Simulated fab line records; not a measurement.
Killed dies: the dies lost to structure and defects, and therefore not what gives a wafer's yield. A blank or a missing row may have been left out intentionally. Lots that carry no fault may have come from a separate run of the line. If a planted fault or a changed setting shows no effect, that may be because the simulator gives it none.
Which tool did it? | flow sky130 | 21 wafers from 7 lots sampled at 3 of the route's 708 steps

WHAT EACH GAUGE READ, for each wafer
SKY_LDD_P_CD_MEAS_07: target cd 380 nm.
lot  | measured     | on        | cd nm (nm)
L670 | day 20 13:00 | cd sem-01 | 377.6 379.0 378.7
L675 | day 21 12:44 | cd sem-01 | 382.3 382.7 382.9
L678 | day 22 13:41 | cd sem-01 | 378.5 376.5 379.1
L680 | day 23 03:24 | cd sem-01 | 379.5 380.3 380.6
L682 | day 24 13:26 | cd sem-01 | 380.1 381.6 382.0
L684 | day 24 16:41 | cd sem-01 | 379.3 383.6 381.7
L686 | day 25 02:44 | cd sem-02 | 376.8 375.6 378.5

TOOL THAT RAN EACH LOT (tool first, then ch and the chambers of the sampled wafers, then the start)
lot  | SKY_NWELL_EXPOSE_20                | SKY_VT_ADJUST_HVTR_STRIP_10
L670 | iline stepper-01 ch 0, day 5 20:39 | plasma asher-03 ch 0,1, day 10 10:04
L675 | iline stepper-02 ch 0, day 6 14:11 | plasma asher-04 ch 0,1, day 11 08:02
L678 | iline stepper-01 ch 0, day 7 04:59 | plasma asher-03 ch 0,1, day 12 05:53
L680 | iline stepper-02 ch 0, day 7 16:17 | plasma asher-04 ch 0,1, day 12 18:55
L682 | iline stepper-02 ch 0, day 8 03:07 | plasma asher-04 ch 0,1, day 13 08:38
L684 | iline stepper-01, day 8 13:38      | plasma asher-04 ch 0,1, day 13 23:06
L686 | iline stepper-01 ch 0, day 9 00:03 | plasma asher-01 ch 0,1, day 14 11:19
- SKY_NWELL_EXPOSE_20: exposes mask NWM COMPLEMENT, target cd 840 nm.
- SKY_VT_ADJUST_HVTR_STRIP_10: strips in O2/N2.

THE ANSWER, worked out from the rows above alone
Rule: usual is defined by the lots themselves. Put in order of their means at a reading, lots are off if they are a third of the lots or fewer, leave a main group of 4 or more, and stand apart from it by a gap of 3 or more times the standard deviation of the main group's means; of several such gaps the widest counts. A main group is skipped when, at the precision printed for the reading in the tables above, its means are all equal. Also off: a lot with no number at a reading for which 4 or more lots have one. The other lots that the step has rows for count as sound.
No lot is off at any reading shown: from this, nothing can be told.

WHAT THE SIMULATOR HAD INSERTED
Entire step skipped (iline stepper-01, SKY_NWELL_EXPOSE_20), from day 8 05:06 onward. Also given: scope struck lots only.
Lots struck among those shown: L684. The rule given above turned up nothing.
